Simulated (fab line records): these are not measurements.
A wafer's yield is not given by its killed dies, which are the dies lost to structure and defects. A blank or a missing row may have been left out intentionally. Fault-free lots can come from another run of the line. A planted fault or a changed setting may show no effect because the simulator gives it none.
A struck lot beside a sound one :: flow sky130 :: 27 out of 708 route steps
Sound: these wafers, L169.3, L169.4, L169.5. Struck: wafers L162.2, L162.5, L162.6. The cause is named last.
Order at every step that has rows: each side's tool, ch and its chambers, its first start. Under that, the readings that differ: sound wafers :: struck wafers :: difference of the means :: sigmas: that difference in standard deviations of wafers without a fault.
alike: words and numbers the same on both sides, and readings whose means are apart by under 2 such deviations; not compared: readings that were withheld, readings missing a value for some wafer, numbers with overlapping values and no deviation given by the record, and bounds like >300 which may hide the same value.
Wherever a step has rows on one side only, a row that says differs or no value, or a row with sigmas, the two part there. Non-overlapping numbers with no deviation appear without sigmas and do not part them. A reading missing from all wafers of one side parts the sides only when that side holds two or more wafers.

first, 10 steps without rows for these wafers: SKY_LOCAL_INTERCONNECT_SOFTBAKE_07 (time 90 s); SKY_LOCAL_INTERCONNECT_EXPOSE_08 (exposes mask LI1M, target cd 170 nm); SKY_LOCAL_INTERCONNECT_PEB_09; SKY_LOCAL_INTERCONNECT_DEVELOP_10 (develop time 60 s); SKY_LOCAL_INTERCONNECT_ETCH_13 (etches BARC in N2/H2, stops on SiO2, time 45.9 s, target depth 60 nm); SKY_LOCAL_INTERCONNECT_METAL_ETCH_14 (etches TiN in Cl2/BCl3, stops on PSG, target depth 110 nm, time 31.4 s); SKY_LOCAL_INTERCONNECT_STRIP_15 (strips in O2/N2); SKY_LOCAL_INTERCONNECT_STRIP_16 (strips in post etch residue remover, time 1200 s); SKY_LOCAL_INTERCONNECT_CLEAN_17 (cleans in IPA, time 180 s); SKY_LOCAL_INTERCONNECT_CLEAN_18 (cleans in O3/DIW).
SKY_CONTACT_CVD_00: deposits Si3N4, target thk 75 nm.
  sound on pecvd-03 ch 0,1, day 35 09:08; struck on pecvd-01 ch 0,1,2, day 33 06:56
reading: model.Si3N4_of_CONTACT_CVD_00.thkNm (nm)
sound: 74.06 75.89 74.85
struck: 102.9 103.7 104.1
difference: +28.6
sigmas: 
  alike: heaterPowerOuterW, heaterPowerW, rfFwdPowerW
SKY_CONTACT_THK_MEAS_01:
  sound on filmMetro-01 at day 35 09:11; struck on filmMetro-03 at day 33 06:59
reading: CONTACT_CVD_00_THK (nm)
sound: 74.1 75.9 74.9
struck: 102.9 103.6 104.2
difference: +28.6
sigmas: +34
then, 12 steps without rows for these wafers: SKY_CONTACT_HDPCVD_02 (deposits SiO2, target thk 565 nm, time 94.2 s); SKY_CONTACT_CMP_04 (polishes SiO2); SKY_CONTACT_DEHYDRATE_06 (time 60 s); SKY_CONTACT_HMDS_07 (prime time 60 s); SKY_CONTACT_COAT_08 (resist thk 60 nm); SKY_CONTACT_COAT_09 (resist thk 450 nm); SKY_CONTACT_SOFTBAKE_10 (time 90 s); SKY_CONTACT_EXPOSE_11 (exposes mask CTM1, target cd 170 nm); SKY_CONTACT_PEB_12; SKY_CONTACT_DEVELOP_13 (develop time 60 s); SKY_CONTACT_ETCH_16 (etches BARC in N2/H2, stops on SiO2, time 45.9 s, target depth 60 nm); SKY_CONTACT_ETCH_17 (etches SiO2 in C4F8/O2/Ar, stops on Si3N4, target depth 340 nm).
SKY_CONTACT_ETCH_18: etches Si3N4 in CHF3/O2, stops on TiN, time 39 s, target depth 75 nm.
  sound on rieDiel-01 ch 0,2; struck on rieDiel-01 ch 0,3
reading: oesProductAu (a.u.)
sound: 0.848 0.856 0.844
struck: 0.998 0.988 1.000
difference: +0.146
sigmas: +19

reading: throttleValvePct (%)
sound: 8.786 8.801 8.799
struck: 8.824 8.828 8.851
difference: +0.039
sigmas: +4

reading: model.etch.depthNm (nm)
sound: 74.06 75.89 74.85
struck: 97.91 95.9 97.74
difference: +22.25
sigmas: 
  alike: chamberPressureMTorr, drypumpMotorCurrentA, rfFwdPowerW
  not compared: rfHoursCounterH
then, 1 step without rows for these wafers: SKY_CONTACT_STRIP_19 (strips in O2/N2).
-- the record jumps here: 15 days lie between the struck wafers' starts before and after (it left off in module CONTACT and takes up again in module PAD_OPEN, whose first step shown is number 708 of the route) --
SKY_PAD_OPEN_PROBE_99:
  sound on prober-02 at day 49 10:23; struck on prober-02 at day 47 19:15
reading: killedAtContacts
sound: 23 26 23
struck: 432 436 439
difference: +412
sigmas: +78

reading: killedDies
sound: 75 86 86
struck: 486 491 492
difference: +407
sigmas: +37

reading: killedOnRim
sound: 10 18 23
struck: 95 96 96
difference: +79
sigmas: +21
  alike: killed_at_M0_to_M3, killed_at_M4_up, killedAtFrontEnd, killedAtOther, killedOpen, killedShort

== WHERE THEY PART ==
At SKY_CONTACT_THK_MEAS_01 first; at SKY_PAD_OPEN_PROBE_99 last (within this record only).

WHY: the cause the simulator had injected
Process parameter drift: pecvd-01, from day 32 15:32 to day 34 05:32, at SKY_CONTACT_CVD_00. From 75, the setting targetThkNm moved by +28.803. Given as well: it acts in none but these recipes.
